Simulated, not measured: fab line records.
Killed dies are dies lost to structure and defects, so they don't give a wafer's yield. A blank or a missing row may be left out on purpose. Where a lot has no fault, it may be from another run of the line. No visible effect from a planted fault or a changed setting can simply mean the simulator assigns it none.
fab line records    flow gf180mcu
[record] lots = 12  wafers = 36  lastDay = 34
route steps=602 shown V5@566 PASSIVATION@587
lots untouched by any fault: they come from a run of this same line in which no faults occurred
startH: hours from the record's first day to the start of the lot's first wafer shown    waitH: how many hours have passed since the lot's step before this one    " repeats the value in the row above    L1.1+2: a single row standing in for several wafers    - no value present, or no start provided    * or withheld: withheld    < > ~ a bound
route shown NAME@n: names a module that has steps shown in the file, with the first one's number in the route    usual: mean/standard deviation taken from wafers without a fault    same: alike in all rows    chamber/n: place in a boat    sites: per-site readings    _std_site: the standard deviation of these    _edge_site: mean of outer sites minus mean of inner sites    radiusMm: for every site, how far away it sits from the centre of the wafer    mask NAME#n: copy n    behind: the tool/chamber that last shaped the wafer    hold: cause of the lot's hold/its duration in hours/its outcome    device: whichever transistor did not switch (one of n, p or np)    end of line: tests run on the same wafers once the route is complete    step lacking rows: just its recipe    killed: dies that structure and defects cost at the first sort, which is not the same as the wafer's yield    map: a wafer's dies, x killed, . not, _ none there
set.NAME: the setting the step ran with; set.NAME@STEP: the setting that earlier step ran with    model.NAME: the simulator's own value behind a step, which no gauge read
a sample of lots followed through the steps of the route, with each step as a table and each wafer as a row
services: from which hour (startH, from the record's first day; less than 0 if before it) a tool's chamber was out of use, for how many hours, and why
[[steps]]
[step GF_V5_CMP_26]
[recipe] stopOn = SiO2  downForcePsi = 3.5  platenRpm = 60  tOverpolishS = 15  targetThkNm = 0  padVelocityMS = 0.94248
[usual] motorCurrentA = 11.0/0.81  overpolishRunS = 15.001/0.0088  timeToEndpointS = 83/5.9
lot.wafer  tool    chamber  startH  waitH  motorCurrentA  overpolishRunS  timeToEndpointS
L442.2     cmp-02  2        629.78  0.1    10.8           15.013          82
L442.1     "       0        "       "      11.7           14.986          82
L442.6     "       1        "       "      11.5           14.996          76
L443.3     cmp-01  0        639.50  0.1    11.8           15.002          88
L443.4     "       2        "       "      11.2           15.021          91
L443.6     "       0        "       "      12.0           14.997          90
L445.3     cmp-02  1        650.47  0.1    10.3           14.994          77
L445.2     "       3        "       "      11.1           14.995          91
L445.5     "       1        "       "      10.5           15.012          79
L452.1     cmp-01  3        703.67  0.1    8.7            15.020          81
L452.3     "       0        "       "      11.9           14.991          83
L452.4     "       1        "       "      11.2           15.014          76
L456.4     cmp-01  0        732.89  0.2    11.6           14.999          82
L456.5     "       1        "       "      12.1           15.001          75
L456.6     "       2        "       "      11.1           15.005          90
L459.2     cmp-01  3        749.22  0.0    9.0            14.999          81
L459.1     "       0        "       "      10.9           14.994          86
L459.5     "       0        "       "      12.7           15.015          86
L460.3     cmp-01  0        754.68  0.0    12.2           15.018          84
L460.4     "       1        "       "      11.9           14.994          73
L460.2     "       2        "       "      11.0           14.997          92
L461.3     cmp-01  1        768.88  0.2    11.5           15.020          77
L461.5     "       2        "       "      11.3           14.997          91
L461.6     "       3        "       "      9.9            14.989          81
L462.3     cmp-01  0        770.52  0.1    12.1           15.000          84
L462.5     "       3        "       "      9.7            15.002          77
L462.6     "       0        "       "      11.9           15.011          85
L464.4     cmp-01  2        779.25  0.3    11.0           14.999          88
L464.2     "       0        "       "      11.7           14.999          86
L464.6     "       1        "       "      11.1           14.992          75
L463.2     cmp-02  3        779.47  0.1    11.0           14.992          94
L463.4     "       1        "       "      11.4           15.006          79
L463.5     "       3        "       "      10.5           14.998          97
L465.2     cmp-01  2        783.52  0.1    11.0           15.002          93
L465.3     "       3        "       "      9.7            15.001          83
L465.6     "       2        "       "      11.1           14.999          88
[step GF_PASSIVATION_CVD_00]
[recipe] material = SiO2  targetThkNm = 1000  precursor = TEOS  tempC = 400  timeS = 111.95  rfW = 600
[usual] heaterPowerOuterW = 405/67  heaterPowerW = 712/93
lot.wafer  tool      chamber  startH  waitH  heaterPowerOuterW  heaterPowerW
L442.1     pecvd-02  0        651.08  0.0    280                592
L442.2     "         1        "       "      467                775
L442.6     "         0        "       "      336                637
L443.3     pecvd-02  0        660.92  0.0    368                695
L443.4     "         2        "       "      446                832
L443.6     "         1        "       "      454                800
L445.2     pecvd-02  0        671.95  0.0    390                738
L445.3     "         2        "       "      440                821
L445.5     "         0        "       "      277                583
L452.1     pecvd-04  2        723.21  0.0    467                745
L452.3     "         1        "       "      326                589
L452.4     "         0        "       "      465                740
L456.4     pecvd-01  1        751.35  0.0    363                589
L456.5     "         1        "       "      411                656
L456.6     "         0        "       "      445                732
L459.1     pecvd-02  1        767.00  0.0    438                771
L459.2     "         2        "       "      471                890
L459.5     "         2        "       "      346                674
L460.2     pecvd-01  2        771.92  0.0    461                841
L460.3     "         1        "       "      429                680
L460.4     "         1        "       "      453                743
L461.3     pecvd-02  0        785.56  0.0    294                592
L461.5     "         2        "       "      434                852
L461.6     "         1        "       "      477                806
L462.3     pecvd-01  0        787.21  0.0    375                652
L462.5     "         2        "       "      360                698
L462.6     "         0        "       "      416                697
L464.2     pecvd-02  0        795.83  0.0    383                727
L464.4     "         2        "       "      457                848
L464.6     "         1        "       "      365                662
L463.2     pecvd-01  2        796.15  0.0    372                725
L463.4     "         2        "       "      426                779
L463.5     "         1        "       "      407                645
L465.2     pecvd-04  1        800.03  0.0    299                550
L465.3     "         0        "       "      454                742
L465.6     "         0        "       "      491                778
[step GF_PASSIVATION_THK_MEAS_01]
[recipe] reads = SiO2_of_PASSIVATION_CVD_00
[usual] PASSIVATION_CVD_00_THK = 1004/14
lot.wafer  tool          chamber  startH  waitH  PASSIVATION_CVD_00_THK[nm]
L442.1     filmMetro-04  -        651.16  0.0    1000
L442.2     "             -        "       "      994
L442.6     "             -        "       "      1007
L443.3     filmMetro-04  -        661.02  0.1    996
L443.4     "             -        "       "      1025
L443.6     "             -        "       "      1022
L445.2     filmMetro-01  -        672.04  0.0    1010
L445.3     "             -        "       "      1007
L445.5     "             -        "       "      1028
L452.1     filmMetro-01  -        723.29  0.0    987
L452.3     "             -        "       "      818
L452.4     "             -        "       "      832
L456.4     filmMetro-04  -        751.46  0.1    1016
L456.5     "             -        "       "      1020
L456.6     "             -        "       "      1009
L459.1     filmMetro-02  -        767.08  0.0    992
L459.2     "             -        "       "      1006
L459.5     "             -        "       "      1011
L460.2     filmMetro-02  -        772.01  0.0    1009
L460.3     "             -        "       "      997
L460.4     "             -        "       "      1013
L461.3     filmMetro-01  -        785.66  0.1    981
L461.5     "             -        "       "      1006
L461.6     "             -        "       "      1005
L462.3     filmMetro-01  -        787.31  0.1    999
L462.5     "             -        "       "      1018
L462.6     "             -        "       "      1024
L464.2     filmMetro-02  -        795.92  0.0    980
L464.4     "             -        "       "      1020
L464.6     "             -        "       "      1022
L463.2     filmMetro-02  -        796.28  0.1    991
L463.4     "             -        "       "      1010
L463.5     "             -        "       "      1006
L465.2     filmMetro-01  -        800.12  0.0    986
L465.3     "             -        "       "      983
L465.6     "             -        "       "      993
[step GF_PASSIVATION_ETCH_11]
[recipe] chemistry = CF4/O2  targetDepthNm = 2040  stopOn = TiN  sourceW = 800  biasW = 150  pressureMtorr = 150  cf4FlowSccm = 80  O2_flow_sccm = 10  timeS = 453.3
[usual] drypumpMotorCurrentA = 6.0/0.39  oesProductAu = 0.989/0.0081  throttleValvePct = 5.968/0.0091
lot.wafer  tool        chamber  startH  waitH  drypumpMotorCurrentA  oesProductAu  rfHoursCounterH  throttleValvePct
L442.1     rieDiel-02  2        670.81  -      6.1                   0.991         49               5.952
L442.2     "           3        "       "      5.5                   0.993         5                5.970
L442.6     "           0        "       "      6.4                   0.995         -                5.982
L443.3     rieDiel-04  2        681.43  -      5.9                   0.986         6                5.961
L443.4     "           3        "       "      6.1                   0.965         25               5.960
L443.6     "           2        "       "      5.9                   0.990         -                5.945
L445.2     rieDiel-02  0        691.16  -      6.4                   0.982         5                5.957
L445.3     "           2        "       "      6.1                   0.987         50               5.963
L445.5     "           2        "       "      6.1                   0.995         -                5.978
L452.1     rieDiel-01  1        740.96  -      6.2                   0.993         3                5.975
L452.3     "           0        "       "      6.1                   1.001         24               5.951
L452.4     "           3        "       "      5.9                   0.994         55               5.965
L456.4     rieDiel-01  0        768.24  -      6.1                   1.001         -                5.977
L456.5     "           2        "       "      5.0                   0.983         -                5.967
L456.6     "           1        "       "      6.2                   0.992         -                5.975
L459.1     rieDiel-01  0        783.17  -      6.2                   0.993         27               5.967
L459.2     "           2        "       "      5.0                   0.994         42               5.967
L459.5     "           2        "       "      5.0                   0.989         -                5.978
L460.2     rieDiel-04  1        787.76  -      5.9                   1.001         18               5.966
L460.3     "           2        "       "      5.9                   0.988         11               5.971
L460.4     "           3        "       "      6.1                   0.965         30               5.975
L461.3     rieDiel-02  3        800.46  -      5.5                   0.995         11               5.970
L461.5     "           3        "       "      5.5                   0.991         -                5.981
L461.6     "           2        "       "      6.1                   0.997         -                5.961
L462.3     rieDiel-04  0        802.86  -      6.4                   0.979         11               5.968
L462.5     "           1        "       "      5.9                   0.991         -                5.977
L462.6     "           2        "       "      5.9                   0.982         -                5.964
L464.2     rieDiel-01  1        810.37  -      6.2                   0.994         6                5.972
L464.4     "           1        "       "      6.2                   0.995         -                5.965
L464.6     "           1        "       "      6.2                   0.996         -                5.963
L463.2     rieDiel-02  0        810.72  -      6.4                   0.988         10               5.975
L463.4     "           2        "       "      6.1                   0.992         3                5.970
L463.5     "           0        "       "      6.4                   0.986         -                5.965
L465.2     rieDiel-04  0        815.11  -      6.4                   0.989         12               5.966
L465.3     "           3        "       "      6.0                   0.975         32               5.959
L465.6     "           0        "       "      6.4                   0.985         -                5.971
[step GF_PASSIVATION_BOW_MEAS_14]
[recipe] mode = bow
[usual] PASSIVATION_BOW = 138/11
lot.wafer  tool          chamber  startH  waitH  PASSIVATION_BOW[um]
L442.1     filmMetro-02  -        672.68  0.0    126
L442.2     "             -        "       "      140
L442.6     "             -        "       "      124
L443.3     filmMetro-02  -        683.33  0.0    131
L443.4     "             -        "       "      124
L443.6     "             -        "       "      118
L445.2     filmMetro-02  -        693.05  0.0    134
L445.3     "             -        "       "      126
L445.5     "             -        "       "      135
L452.1     filmMetro-02  -        742.83  0.0    135
L452.3     "             -        "       "      145
L452.4     "             -        "       "      122
L456.4     filmMetro-02  -        770.04  0.1    135
L456.5     "             -        "       "      139
L456.6     "             -        "       "      122
L459.1     filmMetro-04  -        785.04  0.0    148
L459.2     "             -        "       "      157
L459.5     "             -        "       "      151
L460.2     filmMetro-04  -        789.65  0.0    157
L460.3     "             -        "       "      144
L460.4     "             -        "       "      137
L461.3     filmMetro-02  -        802.37  0.0    135
L461.5     "             -        "       "      132
L461.6     "             -        "       "      135
L462.3     filmMetro-02  -        804.77  0.0    150
L462.5     "             -        "       "      152
L462.6     "             -        "       "      156
L464.2     filmMetro-04  -        812.40  0.0    150
L464.4     "             -        "       "      141
L464.6     "             -        "       "      139
L463.2     filmMetro-04  -        812.61  0.0    150
L463.4     "             -        "       "      135
L463.5     "             -        "       "      151
L465.2     filmMetro-02  -        817.00  0.0    141
L465.3     "             -        "       "      139
L465.6     "             -        "       "      134
[[services]]
tool        chamber  startH  hours  kind
pecvd-01    0        626.50  21.2   repair
cmp-01      -        630.20  4.3    repair
rieDiel-04  -        639.27  2.8    pm
pecvd-01    2        643.73  5.6    repair
rieDiel-04  1        653.94  8.5    repair
pecvd-02    -        655.21  2.8    pm
cmp-02      -        660.31  6.0    pm
cmp-01      -        670.01  19.9   repair
rieDiel-02  3        671.94  4.8    repair
cmp-01      -        678.46  0.8    repair
pecvd-01    -        695.43  5.5    pm
rieDiel-04  3        716.52  7.4    repair
cmp-01      -        721.70  1.5    repair
rieDiel-01  -        732.85  0.6    repair
cmp-01      -        744.00  4.0    pm
pecvd-01    2        745.45  14.1   repair
rieDiel-04  1        753.30  9.0    repair
rieDiel-01  1        760.24  1.5    repair
rieDiel-02  0        773.20  4.3    repair
rieDiel-01  -        786.86  1.6    repair
rieDiel-01  -        794.88  14.6   pm
rieDiel-04  -        797.97  1.5    repair
pecvd-02    -        799.38  14.0   pm
rieDiel-01  0        810.09  2.4    repair
[[key]]
[firstSign] step = GF_PASSIVATION_THK_MEAS_01  reading = PASSIVATION_CVD_00_THK  direction = down  sigmas = 13  usual = 1004  struck = 825
effect none on later readings
metAt GF_PASSIVATION_CVD_00
struckLots L452
struckWafers L452.3,L452.4
notActingAt GF_V5_CMP_26,GF_PASSIVATION_ETCH_11,GF_PASSIVATION_BOW_MEAS_14
[fault] kind = processParameterDrift  tool = pecvd-04  chamber = -  onsetH = 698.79  steps = GF_PASSIVATION_CVD_00  channel = targetThkNm  offset = -168.33  shape = step  endH = 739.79  scope = struckWafersOnly  actsIn = theseRecipesOnly  stated = 1000
